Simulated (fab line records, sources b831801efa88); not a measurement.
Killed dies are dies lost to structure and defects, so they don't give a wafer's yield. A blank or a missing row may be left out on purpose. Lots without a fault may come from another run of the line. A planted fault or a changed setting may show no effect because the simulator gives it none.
fab line records | flow sky130 | part 1 of 2: steps 1 to 25 of 35
record lots=5 wafers=15 last_day=49
route steps=708 shown VIA3@575 METAL4@598 CAP2M@603
lots that met no fault: from a run of the same line without faults
start_h: hours from the record's first day to the start of the lot's first wafer shown | wait_h: hours since the lot's step before | " the same as in the row above | L1.1+2: a row that stands for several wafers | - no value, or no start given | * or withheld: withheld | < > ~ a bound
route shown NAME@n: a module of which the file shows steps, and the number in the route of the first | usual: mean/standard deviation of fault-free wafers | same: alike in all rows | chamber/n: place in a boat | sites: the reading at each site | _std_site: their standard deviation | _edge_site: outer sites' mean less inner sites' | radius_mm: how far each site lies from the wafer's centre | mask NAME#n: copy n | behind: the tool/chamber that last shaped the wafer | hold: why the lot was held/for how many hours/how that ended | device: the transistor (n, p or np) that didn't switch | end of line: the same wafers' tests at the end of the route | a step without rows: its recipe alone | killed: dies lost to structure and defects at the first sort, not the wafer's yield | map: a wafer's dies, x killed, . not, _ none there
set.NAME: the setting as run; set.NAME@STEP: as run at that earlier step | model.NAME: the simulator's own value behind a step, which no gauge read
lots at some steps of the route; a table a step, a row a wafer
services: from which hour (start_h, from the record's first day; less than 0 if before it) a tool's chamber was out of use, for how many hours, and why
## steps
# step SKY_VIA3_CMP_02
# recipe material=SiO2 down_force_psi=4 platen_rpm=60 pad_velocity_m_s=0.94248
# usual motor_current_A=11.7/0.68 platen_rpm=60.00/0.035
# columns lot.wafer tool chamber start_h wait_h motor_current_A platen_rpm
L075.1 cmp-01 0 933.85 0.1 12.5 60.01
L075.4 " 1 " " 11.4 59.98
L075.5 " 0 " " 11.8 59.97
L081.1 cmp-02 3 956.59 0.1 11.6 59.95
L081.5 " 3 " " 11.7 59.96
L081.6 " 0 " " 11.9 59.97
L085.1 cmp-01 2 972.33 0.1 12.1 59.96
L085.3 " 0 " " 12.3 60.03
L085.6 " 1 " " 11.9 60.03
L084.1 cmp-02 0 973.53 0.1 11.9 60.06
L084.3 " 1 " " 12.7 59.97
L084.6 " 2 " " 11.4 60.04
L092.4 cmp-01 3 1035.49 0.0 10.5 60.00
L092.3 " 0 " " 12.4 60.03
L092.2 " 1 " " 12.7 60.02
# step SKY_VIA3_BOW_MEAS_03
# recipe mode=bow
# usual VIA3_BOW=80/7.6
# columns lot.wafer tool chamber start_h wait_h VIA3_BOW[um]
L075.1 film_metro-03 - 934.15 0.2 78
L075.4 " - " " 84
L075.5 " - " " 92
L081.1 film_metro-03 - 956.89 0.2 92
L081.5 " - " " 91
L081.6 " - " " 84
L085.1 film_metro-04 - 972.58 0.2 84
L085.3 " - " " 83
L085.6 " - " " 69
L084.1 film_metro-04 - 973.73 0.1 67
L084.3 " - " " 74
L084.6 " - " " 78
L092.2 film_metro-03 - 1035.81 0.2 84
L092.3 " - " " 74
L092.4 " - " " 82
# step SKY_VIA3_DEHYDRATE_04
# recipe temp_c=200 time_s=60
# usual resist_line_temp_C=22.98/0.088
# columns lot.wafer tool chamber start_h wait_h resist_line_temp_C
L075.1 litho_track-01 0 945.34 11.2 22.87
L075.4 " 0 " " 22.82
L075.5 " 0 " " 22.99
L081.1 litho_track-01 0 967.64 10.7 22.91
L081.5 " 0 " " 22.89
L081.6 " 0 " " 23.04
L085.1 litho_track-02 0 983.75 11.1 22.86
L085.3 " 0 " " 23.01
L085.6 " 0 " " 22.90
L084.1 litho_track-01 0 984.84 11.1 23.00
L084.3 " 0 " " 22.93
L084.6 " 0 " " 22.92
L092.2 litho_track-01 0 1045.72 9.9 23.03
L092.3 " 0 " " 23.00
L092.4 " 0 " " 22.96
# step SKY_VIA3_HMDS_05
# recipe prime_time_s=60 prime_temp_c=120
# usual resist_line_temp_C=22.99/0.088
# columns lot.wafer tool chamber start_h wait_h resist_line_temp_C
L075.1 litho_track-01 0 945.49 0.1 22.95
L075.4 " 0 " " 23.09
L075.5 " 0 " " 22.94
L081.1 litho_track-01 0 967.79 0.1 23.07
L081.5 " 0 " " 23.09
L081.6 " 0 " " 23.04
L085.1 litho_track-02 0 983.90 0.1 23.01
L085.3 " 0 " " 22.77
L085.6 " 0 " " 22.91
L084.1 litho_track-01 0 984.99 0.1 22.96
L084.3 " 0 " " 22.89
L084.6 " 0 " " 22.98
L092.2 litho_track-01 0 1045.87 0.1 23.07
L092.3 " 0 " " 22.94
L092.4 " 0 " " 22.94
# step SKY_VIA3_COAT_06
# recipe resist=BARC temp_c=withheld time_s=withheld spin_rpm=3000 resist_thk_nm=60
# usual dispense_pressure_kPa=50.4/1.3 resist_line_temp_C=*
# columns lot.wafer tool chamber start_h wait_h dispense_pressure_kPa resist_line_temp_C
L075.1 litho_track-01 0 945.64 0.1 51.1 *
L075.4 " 0 " " 51.1 *
L075.5 " 0 " " 51.1 *
L081.1 litho_track-01 0 967.94 0.1 51.0 *
L081.5 " 0 " " 51.0 *
L081.6 " 0 " " 51.1 *
L085.1 litho_track-02 0 984.05 0.1 51.1 *
L085.3 " 0 " " 51.1 *
L085.6 " 0 " " 51.2 *
L084.1 litho_track-01 0 985.14 0.1 51.0 *
L084.3 " 0 " " 51.1 *
L084.6 " 0 " " 51.1 *
L092.2 litho_track-01 0 1046.02 0.1 51.0 *
L092.3 " 0 " " 51.1 *
L092.4 " 0 " " 51.1 *
# step SKY_VIA3_COAT_07
# recipe resist=KrF-thick spin_rpm=3000 resist_thk_nm=450
# usual dispense_pressure_kPa=50.4/1.3 resist_line_temp_C=22.98/0.11
# columns lot.wafer tool chamber start_h wait_h dispense_pressure_kPa resist_line_temp_C
L075.1 litho_track-01 0 - - 51.1 23.04
L075.4 " 0 " " 51.1 23.00
L075.5 " 0 " " 51.1 23.09
L081.1 litho_track-01 0 - - 51.1 22.89
L081.5 " 0 " " 51.1 23.10
L081.6 " 0 " " 51.1 22.90
L085.1 litho_track-02 0 - - 51.1 23.02
L085.3 " 0 " " 51.1 23.01
L085.6 " 0 " " 51.1 22.94
L084.1 litho_track-01 0 - - 51.1 22.98
L084.3 " 0 " " 51.1 23.00
L084.6 " 0 " " 51.0 22.94
L092.2 litho_track-01 0 - - 51.0 22.97
L092.3 " 0 " " 51.1 22.80
L092.4 " 0 " " 51.0 22.86
# step SKY_VIA3_SOFTBAKE_08
# recipe temp_c=100 time_s=90 resist=KrF-thick
# usual resist_line_temp_C=22.99/0.11
# columns lot.wafer tool chamber start_h wait_h resist_line_temp_C
L075.1 litho_track-01 0 - - 23.10
L075.4 " 0 " " 23.01
L075.5 " 0 " " 22.97
L081.1 litho_track-01 0 - - 23.05
L081.5 " 0 " " 23.05
L081.6 " 0 " " 22.90
L085.1 litho_track-02 0 - - 22.91
L085.3 " 0 " " 23.07
L085.6 " 0 " " 23.01
L084.1 litho_track-01 0 - - 22.95
L084.3 " 0 " " 22.90
L084.6 " 0 " " 22.78
L092.2 litho_track-01 0 - - 22.99
L092.3 " 0 " " 22.88
L092.4 " 0 " " 23.02
# step SKY_VIA3_EXPOSE_09
# recipe mask_id=VIM3 na=0.8 source_shape=annular sigma_inner=0.55 sigma_outer=0.85 target_cd_nm=200 dose_mj=38
# same na=0.8 sigma_inner=0.55
# columns lot.wafer tool chamber start_h wait_h mask
L075.1+4+5 krf_scanner-02 0 - - VIM3#0
L081.1+5+6 krf_scanner-02 0 - - VIM3#0
L085.1+3+6 krf_scanner-01 0 - - VIM3#0
L084.1+3+6 krf_scanner-02 0 - - VIM3#0
L092.2+3+4 krf_scanner-01 0 - - VIM3#0
# step SKY_VIA3_PEB_10
# recipe peb_temp_c=withheld peb_time_s=withheld resist=KrF-thick
# usual resist_line_temp_C=*
# columns lot.wafer tool chamber start_h wait_h resist_line_temp_C
L075.1 litho_track-02 0 - - *
L075.4 " 0 " " *
L075.5 " 0 " " *
L081.1 litho_track-01 0 - - *
L081.5 " 0 " " *
L081.6 " 0 " " *
L085.1 litho_track-03 0 - - *
L085.3 " 0 " " *
L085.6 " 0 " " *
L084.1 litho_track-03 0 - - *
L084.3 " 0 " " *
L084.6 " 0 " " *
L092.2 litho_track-03 0 - - *
L092.3 " 0 " " *
L092.4 " 0 " " *
# step SKY_VIA3_DEVELOP_11
# recipe develop_time_s=60 resist=KrF-thick dev_temp_c=21
# usual developer_temp_C=20.97/0.096 resist_line_temp_C=23.00/0.097
# same develop_time_s=60
# columns lot.wafer tool chamber start_h wait_h developer_temp_C resist_line_temp_C
L075.1 litho_track-02 0 - - 21.03 22.91
L075.4 " 0 " " 20.92 22.83
L075.5 " 0 " " 21.06 22.89
L081.1 litho_track-01 0 - - 20.95 22.92
L081.5 " 0 " " 21.02 22.95
L081.6 " 0 " " 21.04 23.03
L085.1 litho_track-03 0 - - 21.08 23.01
L085.3 " 0 " " 21.09 23.27
L085.6 " 0 " " 21.01 23.02
L084.1 litho_track-03 0 - - 21.07 23.03
L084.3 " 0 " " 21.03 23.02
L084.6 " 0 " " 21.01 23.03
L092.2 litho_track-03 0 - - 20.85 23.20
L092.3 " 0 " " 20.82 23.11
L092.4 " 0 " " 20.89 23.11
# step SKY_VIA3_CD_MEAS_12
# recipe target_cd_nm=200
# usual cd_nm=199.9/1.5
# columns lot.wafer tool chamber start_h wait_h cd_nm
L075.1 cd_sem-01 - 958.80 - 201.9
L075.4 " - " " 201.6
L075.5 " - " " 200.7
L081.1 cd_sem-01 - 980.69 - 200.1
L081.5 " - " " 199.8
L081.6 " - " " 198.4
L085.1 cd_sem-02 - 995.74 - 200.2
L085.3 " - " " 200.4
L085.6 " - " " 200.2
L084.1 cd_sem-02 - 996.74 - 197.9
L084.3 " - " " 198.1
L084.6 " - " " 198.3
L092.2 cd_sem-01 - 1057.76 - 200.7
L092.3 " - " " 200.9
L092.4 " - " " 201.7
# step SKY_VIA3_OVL_MEAS_13
# usual VIA3_OVL=-4/4.9
# columns lot.wafer tool chamber start_h wait_h VIA3_OVL[nm]
L075.1 overlay-01 - 958.92 0.1 -6
L075.4 " - " " -6
L075.5 " - " " -4
L081.1 overlay-02 - 980.81 0.1 -13
L081.5 " - " " -2
L081.6 " - " " -5
L085.1 overlay-02 - 995.86 0.1 -1
L085.3 " - " " 6
L085.6 " - " " -1
L084.1 overlay-02 - 996.86 0.1 -4
L084.3 " - " " -10
L084.6 " - " " -3
L092.2 overlay-02 - 1057.87 0.1 -7
L092.3 " - " " -4
L092.4 " - " " -4
# step SKY_VIA3_ETCH_14
# recipe chemistry=N2/H2 target=BARC ion_energy_ev=200 source_w=500 bias_w=100 pressure_mtorr=30 n2_flow_sccm=100 h2_flow_sccm=200 stop_on=SiO2 time_s=45.9 target_depth_a=600
# usual drypump_motor_current_A=5.6/0.41 n2_flow_sccm=100.01/0.28 oes_product_au=0.855/0.005 throttle_valve_pct=13.225/0.009
# columns lot.wafer tool chamber start_h wait_h drypump_motor_current_A n2_flow_sccm oes_product_au rf_hours_counter_h throttle_valve_pct
L075.1 rie_diel-01 3 958.96 0.0 5.5 99.60 0.857 19 13.219
L075.4 " 0 " " 5.8 99.87 0.854 27 13.228
L075.5 " 0 " " 5.8 100.15 0.855 - 13.223
L081.1 rie_diel-04 0 980.85 0.0 6.5 99.82 0.860 19 13.232
L081.5 " 3 " " 5.8 100.43 0.853 - 13.232
L081.6 " 0 " " 6.5 100.07 0.859 - 13.232
L085.1 rie_diel-03 3 995.90 0.0 5.0 99.85 0.850 10 13.207
L085.3 " 1 " " 5.5 99.91 0.854 9 13.237
L085.6 " 1 " " 5.6 100.68 0.849 - 13.222
L084.1 rie_diel-01 1 996.90 0.0 5.5 100.21 0.854 20 13.231
L084.3 " 2 " " 6.2 100.39 0.855 12 13.218
L084.6 " 2 " " 6.2 100.34 0.853 - 13.232
L092.2 rie_diel-03 2 1057.90 0.0 5.7 99.87 0.855 17 13.223
L092.3 " 3 " " 4.9 100.11 0.856 12 13.222
L092.4 " 0 " " 5.1 100.61 0.849 18 13.228
# step SKY_VIA3_ETCH_15
# recipe target=SiO2 chemistry=C4F8/O2/Ar target_depth_nm=507 stop_on=TiN mask_material=KrF-thick source_w=1500 bias_w=1200 pressure_mtorr=40 c4f8_flow_sccm=withheld O2_flow_sccm=6 Ar_flow_sccm=300 time_s=78
# usual oes_product_au=0.946/0.0049
# columns lot.wafer tool chamber start_h wait_h oes_product_au rf_hours_counter_h
L075.1 rie_diel-01 3 959.00 0.0 0.946 19
L075.4 " 0 " " 0.945 27
L075.5 " 0 " " 0.955 -
L081.1 rie_diel-04 0 980.89 0.0 0.956 19
L081.5 " 3 " " 0.953 -
L081.6 " 0 " " 0.938 -
L085.1 rie_diel-03 3 995.94 0.0 0.941 10
L085.3 " 1 " " 0.952 9
L085.6 " 1 " " 0.945 -
L084.1 rie_diel-01 1 996.94 0.0 0.947 20
L084.3 " 2 " " 0.946 12
L084.6 " 2 " " 0.946 -
L092.2 rie_diel-03 2 1057.94 0.0 0.939 17
L092.3 " 3 " " 0.943 12
L092.4 " 0 " " 0.946 18
# step SKY_VIA3_STRIP_16
# recipe chemistry=O2/N2 power_w=1400 pressure_mtorr=1500 platen_temp_c=withheld o2_flow_sccm=3000 n2_flow_sccm=300 overash_fraction=0.5
# usual drypump_motor_current_A=6.2/0.45 n2_flow_sccm=299.9/1 oes_product_au=0.402/0.0044 strip_time_to_endpoint_s=4.114/0.021
# columns lot.wafer tool chamber start_h wait_h drypump_motor_current_A n2_flow_sccm oes_product_au rf_hours_counter_h strip_time_to_endpoint_s
L075.1 plasma_asher-02 1 959.06 0.0 6.8 300.3 0.406 53 4.123
L075.4 " 1 " " 6.8 299.8 0.402 - 4.112
L075.5 " 1 " " 6.8 301.4 0.421 - 4.129
L081.1 plasma_asher-02 0 980.95 0.0 6.0 299.8 0.403 55 4.149
L081.5 " 1 " " 6.8 301.3 0.397 - 4.107
L081.6 " 0 " " 6.1 298.7 0.406 - 4.133
L085.1 plasma_asher-02 0 996.00 0.0 6.1 299.3 0.401 57 4.095
L085.3 " 1 " " 6.8 299.5 0.402 - 4.100
L085.6 " 1 " " 6.8 300.3 0.399 - 4.081
L084.1 plasma_asher-02 0 997.00 0.0 6.1 299.5 0.408 57 4.118
L084.3 " 1 " " 6.8 300.6 0.402 - 4.094
L084.6 " 1 " " 6.8 301.1 0.401 - 4.124
L092.2 plasma_asher-01 0 1062.19 4.2 6.1 300.9 0.405 31 4.128
L092.3 " 1 " " 5.6 300.0 0.406 - 4.110
L092.4 " 0 " " 6.1 299.2 0.416 - 4.123
# step SKY_VIA3_STRIP_17
# recipe chemistry=post_etch_residue_remover time_s=1200 temp_c=72.5
# columns lot.wafer tool chamber start_h wait_h
L075.1+4+5 wet_bench-02 3 959.16 0.1
L081.1+5+6 wet_bench-02 0 981.05 0.1
L085.1+3+6 wet_bench-01 0 996.10 0.1
L084.1+3+6 wet_bench-04 2 997.10 0.1
L092.2+3+4 wet_bench-01 0 1062.29 0.1
# step SKY_VIA3_CLEAN_18
# recipe chemistry=IPA time_s=180 temp_c=25
# columns lot.wafer tool chamber start_h wait_h
L075.1+4+5 wet_bench-04 1 959.50 0.0
L081.1+5+6 wet_bench-02 0 981.39 0.0
L085.1+3+6 wet_bench-02 1 996.44 0.0
L084.1+3+6 wet_bench-01 2 997.47 0.0
L092.2+3+4 wet_bench-04 1 1062.67 0.0
# step SKY_VIA3_CLEAN_19
# recipe chemistry=O3/DIW dry=n2_spin
# columns lot.wafer tool chamber start_h wait_h
L075.1+4+5 wet_bench-02 3 959.56 0.0
L081.1+5+6 wet_bench-01 1 981.45 0.0
L085.1+3+6 wet_bench-01 3 996.51 0.0
L084.1+3+6 wet_bench-02 3 997.53 0.0
L092.2+3+4 wet_bench-04 1 1062.73 0.0
# step SKY_VIA3_SPUTTER_20
# recipe material=TiN target_thk_nm=20 chamber_pressure_pa=5 power_w=4000 time_s=80
# usual throttle_valve_pct=30.1/0.76
# columns lot.wafer tool chamber start_h wait_h throttle_valve_pct
L075.1 pvd_sputter-01 - 959.65 0.0 30.3
L075.4 " - " " 30.1
L075.5 " - " " 30.3
L081.1 pvd_sputter-02 - 981.55 0.0 30.7
L081.5 " - " " 30.4
L081.6 " - " " 29.0
L085.1 pvd_sputter-03 - 996.60 0.0 29.3
L085.3 " - " " 28.4
L085.6 " - " " 30.1
L084.1 pvd_sputter-01 - 997.62 0.0 30.4
L084.3 " - " " 30.6
L084.6 " - " " 30.4
L092.2 pvd_sputter-01 - 1062.82 0.0 30.2
L092.3 " - " " 30.8
L092.4 " - " " 30.1
# step SKY_VIA3_CVD_21
# recipe material=W target_thk_nm=390 time_s=117.31 temp_c=400 pressure_torr=40
# usual heater_power_w=856/50
# columns lot.wafer tool chamber start_h wait_h heater_power_w
L075.1 cvd_w-02 0 959.71 0.0 862
L075.4 " 1 " " 787
L075.5 " 0 " " 889
L081.1 cvd_w-01 1 981.61 0.0 928
L081.5 " 0 " " 888
L081.6 " 1 " " 908
L085.1 cvd_w-02 1 996.66 0.0 777
L085.3 " 1 " " 789
L085.6 " 0 " " 874
L084.1 cvd_w-01 0 997.69 0.0 883
L084.3 " 0 " " 868
L084.6 " 1 " " 888
L092.2 cvd_w-01 1 1062.88 0.0 923
L092.3 " 0 " " 881
L092.4 " 1 " " 902
# step SKY_VIA3_RS_MEAS_22
# recipe thk_meas_gauge=four-point-probe reads=W_of_VIA3_CVD_21+TiN_of_VIA3_SPUTTER_20
# usual VIA3_W_RS=0.294/0.0033
# columns lot.wafer tool chamber start_h wait_h VIA3_W_RS[ohm/sq]
L075.1 film_metro-01 - 959.84 0.1 0.292
L075.4 " - " " 0.292
L075.5 " - " " 0.295
L081.1 film_metro-03 - 981.74 0.1 0.291
L081.5 " - " " 0.297
L081.6 " - " " 0.293
L085.1 film_metro-03 - 996.78 0.1 0.296
L085.3 " - " " 0.296
L085.6 " - " " 0.300
L084.1 film_metro-01 - 997.81 0.1 0.291
L084.3 " - " " 0.290
L084.6 " - " " 0.285
L092.2 film_metro-01 - 1063.04 0.1 0.290
L092.3 " - " " 0.298
L092.4 " - " " 0.291
# step SKY_VIA3_THK_MEAS_23
# recipe thk_meas_gauge=xrf reads=W_of_VIA3_CVD_21
# usual VIA3_W_THK=408/5.9
# columns lot.wafer tool chamber start_h wait_h VIA3_W_THK[nm]
L075.1 film_metro-01 - 959.96 0.1 401
L075.4 " - " " 400
L075.5 " - " " 408
L081.1 film_metro-03 - 981.86 0.1 409
L081.5 " - " " 403
L081.6 " - " " 407
L085.1 film_metro-03 - 996.90 0.1 408
L085.3 " - " " 408
L085.6 " - " " 404
L084.1 film_metro-01 - 997.93 0.1 408
L084.3 " - " " 412
L084.6 " - " " 419
L092.2 film_metro-01 - 1063.15 0.1 411
L092.3 " - " " 402
L092.4 " - " " 411
# step SKY_VIA3_CMP_24
# recipe stop_on=SiO2 t_overpolish_s=20 down_force_psi=3.5 platen_rpm=60 target_thk_nm=0 pad_velocity_m_s=0.94248
# usual motor_current_A=10.7/0.62 overpolish_run_s=19.999/0.01 platen_rpm=60.00/0.04 time_to_endpoint_s=95/3.5
# columns lot.wafer tool chamber start_h wait_h motor_current_A overpolish_run_s platen_rpm time_to_endpoint_s
L075.1 cmp-01 2 960.07 0.1 11.3 19.998 60.02 95
L075.4 " 3 " " 9.7 19.980 60.07 92
L075.5 " 2 " " 10.7 20.003 59.99 92
L081.1 cmp-01 2 981.99 0.1 10.8 20.012 59.99 92
L081.5 " 2 " " 11.2 20.009 59.97 90
L081.6 " 3 " " 9.7 20.000 60.01 91
L085.1 cmp-02 1 997.12 0.2 11.5 20.012 60.08 92
L085.3 " 2 " " 9.9 20.011 59.98 96
L085.6 " 1 " " 12.5 20.020 59.98 96
L084.3 cmp-01 2 998.04 0.1 11.1 19.998 60.08 96
L084.1 " 3 " " 9.9 20.007 59.96 93
L084.6 " 2 " " 10.9 19.990 59.95 99
L092.2 cmp-01 0 1063.23 0.1 11.9 20.014 60.03 94
L092.4 " 1 " " 11.0 20.016 60.01 91
L092.3 " 3 " " 9.9 19.989 59.93 92
# step SKY_METAL4_SPUTTER_00
# recipe material=Ti target_thk_nm=15 power_w=3000 time_s=10 chamber_pressure_pa=0.4
# usual throttle_valve_pct=30.0/1
# columns lot.wafer tool chamber start_h wait_h throttle_valve_pct
L075.1 pvd_sputter-01 - 960.32 0.2 30.5
L075.4 " - " " 30.4
L075.5 " - " " 30.8
L081.1 pvd_sputter-01 - 982.29 0.2 30.3
L081.5 " - " " 30.6
L081.6 " - " " 30.3
L085.1 pvd_sputter-03 - 997.42 0.2 28.8
L085.3 " - " " 29.6
L085.6 " - " " 31.5
L084.1 pvd_sputter-03 - 998.29 0.1 28.6
L084.3 " - " " 29.2
L084.6 " - " " 28.8
L092.2 pvd_sputter-01 - 1063.53 0.2 29.9
L092.3 " - " " 30.6
L092.4 " - " " 30.3
# step SKY_METAL4_SPUTTER_01
# recipe material=TiN target_thk_nm=20 power_w=6500 time_s=16.7 chamber_pressure_pa=0.4
# usual throttle_valve_pct=30.0/1
# columns lot.wafer tool chamber start_h wait_h throttle_valve_pct
L075.1 pvd_sputter-01 - 960.34 0.0 30.4
L075.4 " - " " 30.0
L075.5 " - " " 30.5
L081.1 pvd_sputter-01 - 982.31 0.0 30.3
L081.5 " - " " 30.7
L081.6 " - " " 30.5
L085.1 pvd_sputter-03 - 997.44 0.0 29.0
L085.3 " - " " 29.2
L085.6 " - " " 31.7
L084.1 pvd_sputter-03 - 998.31 0.0 28.6
L084.3 " - " " 29.2
L084.6 " - " " 28.5
L092.2 pvd_sputter-01 - 1063.55 0.0 30.1
L092.3 " - " " 30.4
L092.4 " - " " 30.3
